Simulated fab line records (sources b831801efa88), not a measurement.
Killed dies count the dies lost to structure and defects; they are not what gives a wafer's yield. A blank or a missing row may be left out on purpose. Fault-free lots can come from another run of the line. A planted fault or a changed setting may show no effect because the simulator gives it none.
Matching of chambers    flow gf180mcu    GF_PASSIVATION_ETCH_11 on rie-diel-01: 4 sister chambers
The step etches the open film in CF4/O2, stops on TiN, target depth 1800 nm, time 400 s. 18 wafers are shown with their chamber, then 9 later ones without.

== EACH WAFER AND ITS CHAMBER ==
wafer   chamber  throttle-valve-pct (%)  oes-product-au (a.u.)  rf-fwd-power-W (W)
L074.1  3        5.944                   0.957                  797.2
L074.4  0        5.967                   0.956                  799.9
L074.5  0        5.963                   0.970                  802.4
L079.1  3        5.952                   0.957                  796.1
L079.4  2        5.974                   0.958                  794.0
L079.6  3        5.947                   0.964                  799.2
L080.3  2        5.962                   0.955                  800.1
L080.4  0        5.965                   0.963                  797.7
L080.5  2        5.982                   0.959                  796.0
L083.2  1        5.941                   0.962                  797.4
L083.3  0        5.983                   0.957                  795.7
L083.4  3        5.964                   0.973                  795.3
L085.2  0        5.939                   0.963                  796.8
L085.4  3        5.965                   0.974                  793.6
L085.6  0        5.965                   0.964                  798.4
L087.1  0        5.964                   0.952                  795.5
L087.2  1        5.953                   0.956                  798.5
L087.3  2        5.951                   0.964                  800.2

SIGNATURES, as means of the wafers listed above
reading             chamber 0  chamber 1  chamber 2  chamber 3  scatter within a chamber
throttle-valve-pct  5.96371    5.94700    5.96725    5.95440    0.0119
oes-product-au      0.96071    0.95900    0.95900    0.96500    0.00629
rf-fwd-power-W      798.057    797.950    797.575    796.280    2.43
Rule: a wafer lies at a distance from a chamber equal to the root of the sum of squares, over the readings, of (its reading less the chamber's mean, divided by the reading's scatter). The wafer belongs to the nearest chamber; if the next one is less than 2 further off, it can't be placed. How the scatter is found: for the shown wafers, subtract from each reading the mean of its chamber, square and add these, divide the total by (wafers less chambers), then take the root.

== WAFERS WITH NO CHAMBER GIVEN ==
wafer   throttle-valve-pct (%)  oes-product-au (a.u.)  rf-fwd-power-W (W)
L090.1  5.948                   0.961                  800.5
L090.3  5.947                   0.961                  794.1
L090.6  5.953                   0.973                  802.0
L093.2  5.949                   0.962                  795.8
L093.4  5.953                   0.979                  797.5
L093.5  5.958                   0.966                  793.5
L094.1  5.957                   0.960                  800.4
L094.3  5.963                   0.945                  801.2
L094.5  5.976                   0.964                  799.5

== THE CHAMBER EACH PASSED THROUGH ==
wafer   from the rows above                in truth
L090.1  can't be placed: 1 or 0 or 3 or 2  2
L090.3  can't be placed: 3 or 1 or 0 or 2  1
L090.6  can't be placed: 3 or 0 or 1 or 2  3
L093.2  can't be placed: 3 or 1 or 0 or 2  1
L093.4  can't be placed: 3 or 0 or 1 or 2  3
L093.5  can't be placed: 3 or 0 or 2 or 1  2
L094.1  can't be placed: 0 or 1 or 2 or 3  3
L094.3  can't be placed: 2 or 0 or 1 or 3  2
L094.5  can't be placed: 0 or 2 or 3 or 1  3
0 of 9 placed correctly. These rows do not allow placing 9 (true chamber among the candidates in 9). Placed wrongly: 0.
